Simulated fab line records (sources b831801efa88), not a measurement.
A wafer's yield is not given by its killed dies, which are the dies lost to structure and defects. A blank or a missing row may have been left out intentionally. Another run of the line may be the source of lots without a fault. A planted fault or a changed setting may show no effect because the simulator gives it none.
fab line records    flow sky130
[record] lots = 11  wafers = 33  last_day = 49
route steps=708 shown NWELL@78 VT_ADJUST_LVTN@105 VT_ADJUST_NCORE@127 PAD_OPEN@708
lots with no fault: from the same line, run without faults
start_h: start of the lot's first displayed wafer, in hours after the record's first day    wait_h: hours from the lot's prior step to this one    " repeats the value in the row above    L1.1+2: one row covering several wafers at once    - either no value or no given start    * or withheld: withheld    < > ~ a bound
route shown NAME@n: names a module that has steps shown in the file, with the first one's number in the route    usual: mean/standard deviation of fault-free wafers    same: alike in all rows    chamber/n: place in a boat    sites: per-site readings    _std_site: standard deviation across them    _edge_site: inner sites' mean taken away from outer sites' mean    radius_mm: how far each site lies from the wafer's centre    mask NAME#n: copy n    behind: tool/chamber where the wafer was last shaped    hold: why the lot was held/for how many hours/how that ended    device: names the non-switching transistor (n, p or np)    end of line: the route-end tests of the same wafers    step lacking rows: just its recipe    killed: the dies lost at the first sort to structure and to defects; this is not the yield of the wafer    map: per-die view of a wafer (x killed, . not killed, _ where there is no die)
set.NAME: the setting as run; set.NAME@STEP: as run at that earlier step    model.NAME: the simulator's own value behind a step, which no gauge read
a sample of lots followed through the steps of the route, with each step as a table and each wafer as a row
services: from which hour (start_h, from the record's first day; less than 0 if before it) a tool's chamber was out of use, for how many hours, and why
[[steps]]
[step SKY_NWELL_STRIP_25]
[recipe] chemistry = O2/N2  power_w = 1400  pressure_mtorr = 1500  platen_temp_c = withheld  o2_flow_sccm = 3000  n2_flow_sccm = 300  overash_fraction = 0.5
[usual] drypump_motor_current_A = 5.7/0.36  n2_flow_sccm = 300.0/0.8  oes_product_au = 0.722/0.0044  strip_time_to_endpoint_s = 36.88/0.11
lot.wafer  tool             chamber  start_h  wait_h  drypump_motor_current_A  n2_flow_sccm  oes_product_au  rf_hours_counter_h  strip_time_to_endpoint_s
L697.2     plasma_asher-04  1        99.63    0.1     5.2                      299.9         0.722           44                  36.91
L697.4     "                1        "        "       5.3                      299.4         0.717           -                   36.97
L697.6     "                1        "        "       5.3                      298.5         0.718           -                   36.90
L698.3     plasma_asher-03  0        121.76   0.1     5.8                      300.0         0.722           -                   37.11
L698.4     "                1        "        "       5.8                      300.1         0.720           -                   37.12
L698.5     "                0        "        "       5.8                      300.5         0.723           -                   37.20
L701.1     plasma_asher-04  1        128.08   0.1     5.2                      299.5         0.725           48                  36.94
L701.5     "                1        "        "       5.3                      299.7         0.723           -                   36.89
L701.6     "                0        "        "       6.3                      301.2         0.723           -                   36.93
L702.2     plasma_asher-04  0        132.13   0.1     6.3                      298.6         0.732           48                  36.78
L702.3     "                0        "        "       6.3                      299.7         0.717           -                   36.70
L702.4     "                1        "        "       5.2                      300.9         0.729           -                   36.68
L704.2     plasma_asher-04  0        144.02   0.1     6.3                      300.7         0.712           49                  37.01
L704.5     "                1        "        "       5.2                      301.0         0.724           -                   37.05
L704.6     "                0        "        "       6.3                      300.6         0.727           -                   37.04
L709.1     plasma_asher-03  0        173.20   0.1     5.9                      299.2         0.721           3                   37.00
L709.3     "                0        "        "       5.9                      298.7         0.728           -                   36.95
L709.5     "                0        "        "       5.9                      298.8         0.714           -                   37.07
L713.1     plasma_asher-03  1        214.18   0.1     5.8                      301.0         0.730           7                   36.72
L713.3     "                0        "        "       5.9                      300.0         0.723           -                   36.68
L713.5     "                1        "        "       5.8                      299.2         0.728           -                   36.73
L712.1     plasma_asher-04  1        215.18   0.1     5.3                      299.9         0.722           57                  36.78
L712.2     "                0        "        "       6.3                      300.0         0.722           57                  36.85
L712.4     "                0        "        "       6.3                      301.2         0.718           -                   36.90
L714.4     plasma_asher-04  1        216.56   0.1     5.2                      300.7         0.718           -                   36.80
L714.5     "                0        "        "       6.3                      299.2         0.723           -                   36.83
L714.6     "                1        "        "       5.3                      300.1         0.713           -                   36.84
L716.1     plasma_asher-03  1        222.72   0.1     5.7                      299.6         0.722           8                   36.94
L716.2     "                0        "        "       5.9                      299.4         0.717           8                   36.87
L716.6     "                0        "        "       5.9                      299.6         0.726           -                   36.90
L717.3     plasma_asher-03  0        224.91   0.1     5.9                      300.2         0.723           -                   36.78
L717.4     "                1        "        "       5.7                      300.9         0.720           -                   36.87
L717.6     "                1        "        "       5.7                      299.2         0.721           -                   36.86
[step SKY_VT_ADJUST_LVTN_IMPLANT_08]
[recipe] species = B  energy_kev = 30  dose_cm2 = 1.57e+12  tilt_deg = withheld
[usual] dose_ions_cm2 = 1.5698e+12/1.9e+09
lot.wafer  tool          chamber  start_h  wait_h  dose_ions_cm2
L697.2     implanter-04  0        136.27   0.0     1.5699e+12
L697.4     "             0        "        "       1.5704e+12
L697.6     "             0        "        "       1.5706e+12
L698.3     implanter-01  0        159.57   0.1     1.5706e+12
L698.4     "             0        "        "       1.5703e+12
L698.5     "             0        "        "       1.57e+12
L701.1     implanter-02  0        167.02   0.0     1.5668e+12
L701.5     "             0        "        "       1.5664e+12
L701.6     "             0        "        "       1.5679e+12
L701.1     implanter-02  0        167.34   0.3     1.5711e+12
L701.5     "             0        "        "       1.5723e+12
L701.6     "             0        "        "       1.5679e+12
L702.2     implanter-01  0        172.60   0.0     1.568e+12
L702.3     "             0        "        "       1.567e+12
L702.4     "             0        "        "       1.5684e+12
L702.2     implanter-01  0        172.92   0.3     1.5718e+12
L702.3     "             0        "        "       1.5712e+12
L702.4     "             0        "        "       1.5714e+12
L704.2     implanter-01  0        184.05   0.0     1.5649e+12
L704.5     "             0        "        "       1.5677e+12
L704.6     "             0        "        "       1.5698e+12
L709.1     implanter-01  0        216.97   0.0     1.5689e+12
L709.3     "             0        "        "       1.5705e+12
L709.5     "             0        "        "       1.5711e+12
L709.1     implanter-01  0        217.34   0.3     1.5694e+12
L709.3     "             0        "        "       1.5678e+12
L709.5     "             0        "        "       1.5704e+12
L713.1     implanter-02  0        260.07   0.0     1.5686e+12
L713.3     "             0        "        "       1.5686e+12
L713.5     "             0        "        "       1.5699e+12
L712.1     implanter-04  0        260.42   0.0     1.5723e+12
L712.2     "             0        "        "       1.5735e+12
L712.4     "             0        "        "       1.5725e+12
L714.4     implanter-04  0        262.15   0.1     1.5735e+12
L714.5     "             0        "        "       1.5724e+12
L714.6     "             0        "        "       1.5689e+12
L716.1     implanter-02  0        267.23   0.0     1.5691e+12
L716.2     "             0        "        "       1.5707e+12
L716.6     "             0        "        "       1.571e+12
L717.3     implanter-02  0        271.77   0.1     1.5687e+12
L717.4     "             0        "        "       1.5683e+12
L717.6     "             0        "        "       1.5678e+12
[step SKY_VT_ADJUST_LVTN_STRIP_09]
[recipe] chemistry = O2/N2  power_w = 1400  pressure_mtorr = 1500  platen_temp_c = withheld  o2_flow_sccm = 3000  n2_flow_sccm = 300  overash_fraction = 0.5
[usual] drypump_motor_current_A = 5.7/0.45  n2_flow_sccm = 300.1/0.82  oes_product_au = 0.721/0.0045  strip_time_to_endpoint_s = 36.90/0.11
lot.wafer  tool             chamber  start_h  wait_h  drypump_motor_current_A  n2_flow_sccm  oes_product_au  rf_hours_counter_h  strip_time_to_endpoint_s
L697.2     plasma_asher-03  0        136.40   0.1     5.9                      300.6         0.722           2                   37.16
L697.4     "                0        "        "       5.9                      300.6         0.720           -                   37.08
L697.6     "                1        "        "       5.8                      301.6         0.725           -                   37.18
L698.3     plasma_asher-04  1        159.71   0.1     5.2                      300.3         0.727           -                   37.03
L698.4     "                0        "        "       6.3                      301.4         0.720           -                   37.03
L698.5     "                1        "        "       5.3                      301.2         0.724           -                   36.90
L701.1     plasma_asher-04  1        167.49   0.1     5.2                      300.5         0.729           52                  36.84
L701.5     "                1        "        "       5.2                      300.3         0.723           -                   36.87
L701.6     "                0        "        "       6.3                      299.8         0.719           -                   36.89
L702.2     plasma_asher-04  0        173.04   0.1     6.3                      300.3         0.721           53                  36.99
L702.3     "                0        "        "       6.3                      301.3         0.715           -                   36.98
L702.4     "                1        "        "       5.2                      301.6         0.724           -                   36.86
L704.2     plasma_asher-02  1        184.17   0.1     5.1                      300.2         0.720           50                  36.85
L704.5     "                0        "        "       5.6                      300.6         0.724           -                   36.80
L704.6     "                1        "        "       5.1                      298.3         0.721           -                   36.77
L709.1     plasma_asher-04  0        217.49   0.1     6.3                      299.4         0.725           57                  36.56
L709.3     "                0        "        "       6.4                      301.5         0.723           -                   36.71
L709.5     "                1        "        "       5.2                      298.9         0.724           -                   36.64
L713.1     plasma_asher-02  0        260.22   0.1     5.6                      300.6         0.725           57                  36.97
L713.3     "                0        "        "       5.6                      299.5         0.722           -                   36.92
L713.5     "                1        "        "       5.1                      300.3         0.715           -                   36.95
L712.1     plasma_asher-04  1        260.57   0.1     5.2                      299.9         0.726           61                  36.91
L712.2     "                0        "        "       6.3                      300.4         0.723           61                  36.88
L712.4     "                1        "        "       5.2                      299.2         0.715           -                   36.95
L714.4     plasma_asher-04  0        262.26   0.1     6.3                      300.4         0.727           -                   37.04
L714.5     "                0        "        "       6.3                      299.5         0.717           -                   36.92
L714.6     "                1        "        "       5.2                      299.2         0.720           -                   36.95
L716.1     plasma_asher-04  0        267.38   0.1     6.3                      299.7         0.720           61                  37.06
L716.2     "                1        "        "       5.2                      299.3         0.718           61                  37.07
L716.6     "                1        "        "       5.2                      300.1         0.731           -                   37.13
L717.3     plasma_asher-03  0        271.91   0.1     5.9                      300.4         0.716           -                   36.90
L717.4     "                1        "        "       5.8                      299.3         0.724           -                   36.95
L717.6     "                0        "        "       5.9                      299.6         0.723           -                   36.90
[step SKY_VT_ADJUST_LVTN_TW_MEAS_10]
[usual] VT_ADJUST_LVTN_TW = 244.6/1.8
lot.wafer  tool           chamber  start_h  wait_h  VT_ADJUST_LVTN_TW
L697.2     film_metro-04  -        136.51   0.1     243.5
L697.4     "              -        "        "       244.5
L697.6     "              -        "        "       244.5
L698.3     film_metro-01  -        159.79   0.1     245.9
L698.4     "              -        "        "       246.8
L698.5     "              -        "        "       246.0
L701.1     film_metro-04  -        167.59   0.1     300.4
L701.5     "              -        "        "       300.1
L701.6     "              -        "        "       299.6
L702.2     film_metro-02  -        173.15   0.1     298.0
L702.3     "              -        "        "       299.8
L702.4     "              -        "        "       299.6
L704.2     film_metro-01  -        184.28   0.1     246.9
L704.5     "              -        "        "       245.1
L704.6     "              -        "        "       247.7
L709.1     film_metro-04  -        217.59   0.1     299.6
L709.3     "              -        "        "       300.2
L709.5     "              -        "        "       301.3
L713.1     film_metro-01  -        260.32   0.1     246.1
L713.3     "              -        "        "       245.7
L713.5     "              -        "        "       245.1
L712.1     film_metro-01  -        260.67   0.1     247.6
L712.2     "              -        "        "       246.9
L712.4     "              -        "        "       245.2
L714.4     film_metro-01  -        262.35   0.1     246.2
L714.5     "              -        "        "       246.1
L714.6     "              -        "        "       246.1
L716.1     film_metro-02  -        267.48   0.1     243.3
L716.2     "              -        "        "       244.0
L716.6     "              -        "        "       243.5
L717.3     film_metro-04  -        271.99   0.1     240.6
L717.4     "              -        "        "       241.3
L717.6     "              -        "        "       242.3
[step SKY_VT_ADJUST_NCORE_OVL_MEAS_08]
[usual] VT_ADJUST_NCORE_OVL = 0.6/1.4
lot.wafer  tool        chamber  start_h  wait_h  VT_ADJUST_NCORE_OVL[nm]
L697.2     overlay-01  -        175.87   0.1     2.5
L697.4     "           -        "        "       3.7
L697.6     "           -        "        "       1.2
L698.3     overlay-01  -        201.27   0.1     -0.8
L698.4     "           -        "        "       1.1
L698.5     "           -        "        "       1.3
L701.1     overlay-02  -        208.26   0.1     -0.8
L701.5     "           -        "        "       1.9
L701.6     "           -        "        "       -0.2
L702.2     overlay-01  -        216.11   0.1     1.5
L702.3     "           -        "        "       1.6
L702.4     "           -        "        "       -0.4
L704.2     overlay-01  -        228.31   0.1     3.2
L704.5     "           -        "        "       3.1
L704.6     "           -        "        "       0.7
L709.1     overlay-02  -        261.81   0.1     -0.2
L709.3     "           -        "        "       0.2
L709.5     "           -        "        "       0.6
L713.1     overlay-01  -        310.16   0.1     -0.1
L713.3     "           -        "        "       0.1
L713.5     "           -        "        "       1.6
L712.1     overlay-02  -        310.46   0.1     -1.3
L712.2     "           -        "        "       -1.7
L712.4     "           -        "        "       -0.6
L714.4     overlay-01  -        312.48   0.1     0.1
L714.5     "           -        "        "       2.8
L714.6     "           -        "        "       1.2
L716.1     overlay-02  -        317.41   0.1     -0.8
L716.2     "           -        "        "       -1.5
L716.6     "           -        "        "       -1.6
L717.3     overlay-01  -        322.87   0.1     1.1
L717.4     "           -        "        "       2.5
L717.6     "           -        "        "       1.6
[step SKY_PAD_OPEN_PROBE_99]
[usual] killed_at_M0_to_M3 = 44/6.5  killed_at_M4_up = 3.3/1.9  killed_at_contacts = 23/4.7  killed_at_front_end = 15/4.5  killed_at_other = 0.2/0.52  killed_dies = 86/8.9  killed_open = 47/6.8  killed_short = 39/6.1
[same] gross_dies = 492  killed_at_back_side = 0
lot.wafer  tool       chamber  start_h  wait_h  killed_at_M0_to_M3  killed_at_M4_up  killed_at_contacts  killed_at_front_end  killed_at_other  killed_dies  killed_open  killed_short
L698.3     prober-01  -        1084.90  0.2     38                  5                21                  10                   0                74           38           36
L698.4     prober-01  -        1084.95  0.2     47                  3                26                  16                   0                92           51           41
L698.5     prober-01  -        1085.00  0.2     49                  3                20                  13                   0                85           56           29
L701.1     prober-02  -        1090.51  0.1     35                  4                24                  24                   0                87           44           43
L701.5     prober-02  -        1090.71  0.2     44                  9                19                  13                   0                85           46           39
L701.6     prober-02  -        1090.76  0.2     47                  3                28                  18                   0                96           43           53
L713.1     prober-02  -        1165.43  0.1     47                  3                23                  17                   0                90           46           44
L713.3     prober-02  -        1165.53  0.2     41                  4                23                  17                   0                85           51           34
L713.5     prober-02  -        1165.63  0.2     43                  3                29                  17                   0                92           54           38
L712.1     prober-01  -        1166.10  0.1     42                  5                22                  13                   0                82           50           32
L712.2     prober-01  -        1166.15  0.1     32                  3                27                  14                   0                76           41           35
L712.4     prober-01  -        1166.25  0.2     34                  4                29                  12                   0                79           42           37
// killed by level:class
L698.3 VIA1:geometric_particle:open=11 VIA2:geometric_particle:open=6 CONTACT:geometric_particle:open=6 LI_CONTACT:geometric_particle:open=5 VIA3:geometric_particle:open=5 CONTACT:geometric_particle:short=5 METAL4:geometric_particle:short=5 POLY_GATE:geometric_particle:short=4
L698.4 VIA1:geometric_particle:open=13 CONTACT:geometric_particle:open=10 LI_CONTACT:geometric_particle:open=8 METAL1:geometric_particle:short=7 VIA2:geometric_particle:open=6 VIA3:geometric_particle:short=5 FIELD_ISO:geometric_particle:short=4 METAL3:geometric_particle:short=4
L698.5 VIA1:geometric_particle:open=16 LI_CONTACT:geometric_particle:open=8 VIA3:geometric_particle:open=7 METAL1:geometric_particle:short=6 VIA2:geometric_particle:open=6 FIELD_ISO:geometric_particle:open=5 CONTACT:geometric_particle:open=5 FIELD_ISO:geometric_particle:short=4
L701.1 VIA2:geometric_particle:open=10 VIA1:geometric_particle:open=8 POLY_GATE:geometric_particle:short=7 CONTACT:geometric_particle:open=7 FIELD_ISO:geometric_particle:short=5 METAL2:geometric_particle:short=5 LI_CONTACT:geometric_particle:open=5 CONTACT:geometric_particle:short=5
L701.5 VIA1:geometric_particle:open=11 CONTACT:geometric_particle:open=6 LOCAL_INTERCONNECT:geometric_particle:short=6 METAL4:geometric_particle:short=6 METAL2:geometric_particle:short=5 VIA2:geometric_particle:open=5 FIELD_ISO:geometric_particle:open=4 VIA2:geometric_particle:short=4
L701.6 METAL1:geometric_particle:short=11 CONTACT:geometric_particle:open=8 FIELD_ISO:geometric_particle:short=7 LI_CONTACT:geometric_particle:open=7 LOCAL_INTERCONNECT:geometric_particle:short=6 VIA1:geometric_particle:open=6 VIA2:geometric_particle:open=6 METAL3:geometric_particle:short=5
L713.1 VIA2:geometric_particle:open=8 VIA3:geometric_particle:open=8 VIA1:geometric_particle:open=7 FIELD_ISO:geometric_particle:open=6 CONTACT:geometric_particle:open=6 CONTACT:geometric_particle:short=6 VIA3:geometric_particle:short=6 POLY_GATE:geometric_particle:short=4
L713.3 VIA3:geometric_particle:open=13 VIA1:geometric_particle:open=10 CONTACT:geometric_particle:short=8 CONTACT:geometric_particle:open=7 LI_CONTACT:geometric_particle:open=6 FIELD_ISO:geometric_particle:short=5 METAL2:geometric_particle:short=5 FIELD_ISO:geometric_particle:open=4
L713.5 VIA1:geometric_particle:open=13 CONTACT:geometric_particle:open=12 CONTACT:geometric_particle:short=7 VIA3:geometric_particle:open=7 FIELD_ISO:geometric_particle:open=6 METAL1:geometric_particle:short=5 LI_CONTACT:geometric_particle:open=5 VIA2:geometric_particle:open=5
L712.1 CONTACT:geometric_particle:open=9 VIA1:geometric_particle:open=8 POLY_GATE:geometric_particle:open=7 LI_CONTACT:geometric_particle:open=7 METAL2:geometric_particle:short=7 METAL1:geometric_particle:short=6 VIA3:geometric_particle:open=6 VIA2:geometric_particle:open=5
L712.2 CONTACT:geometric_particle:open=9 VIA1:geometric_particle:open=8 LI_CONTACT:geometric_particle:open=7 METAL2:geometric_particle:short=6 LOCAL_INTERCONNECT:geometric_particle:short=5 VIA3:geometric_particle:open=5 POLY_GATE:geometric_particle:short=4 SPACER:geometric_particle:open=4
L712.4 CONTACT:geometric_particle:open=14 VIA1:geometric_particle:open=8 LI_CONTACT:geometric_particle:open=5 METAL2:geometric_particle:short=5 CONTACT:geometric_particle:short=4 METAL1:geometric_particle:short=4 VIA1:geometric_particle:short=4 VIA2:geometric_particle:open=4
[[services]]
tool             chamber  start_h  hours  kind
plasma_asher-03  -        79.56    28.6   repair
implanter-04     -        82.05    1.3    repair
implanter-02     -        96.10    3.6    pm
plasma_asher-03  -        108.75   9.0    pm
plasma_asher-03  0        108.75   9.0    vent_cycle
plasma_asher-03  1        108.75   9.0    vent_cycle
plasma_asher-02  -        114.53   4.2    repair
implanter-01     -        116.80   4.0    repair
plasma_asher-03  0        117.75   -      clean
plasma_asher-03  1        117.75   -      clean
implanter-04     -        131.52   2.7    repair
implanter-02     -        137.22   5.2    repair
plasma_asher-03  -        143.52   16.6   pm
implanter-02     -        171.28   5.1    repair
plasma_asher-03  -        182.83   2.8    pm
implanter-04     -        205.75   7.8    pm
implanter-04     -        214.52   0.6    repair
implanter-04     -        215.14   2.4    repair
plasma_asher-04  -        229.18   4.7    repair
implanter-04     -        268.62   2.6    repair
[[key]]
[first_sign] step = SKY_VT_ADJUST_LVTN_IMPLANT_08  reading = visit  direction = added
[effect] step = SKY_VT_ADJUST_LVTN_TW_MEAS_10  reading = VT_ADJUST_LVTN_TW  direction = up  sigmas = 31  usual = 244.6  struck = 299.8
met_at SKY_VT_ADJUST_LVTN_IMPLANT_08
struck_lots L701,L702,L709
tester_left_out L701,L702,L709
not_acting_at SKY_NWELL_STRIP_25,SKY_VT_ADJUST_LVTN_STRIP_09,SKY_VT_ADJUST_NCORE_OVL_MEAS_08
[fault] kind = repeated_step_whole  tool = implanter-01,implanter-02,implanter-04  chamber = -  onset_h = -  steps = SKY_VT_ADJUST_LVTN_IMPLANT_08  times = 1  scope = struck_lots_only
// tester_left_out: of these lots the tester's yield and bins aren't shown, on N5 and GAA mostly nor the transistor test; their killed dies are dies lost to structure and defects alone, not to doping, threshold or leakage, so they don't give the yield
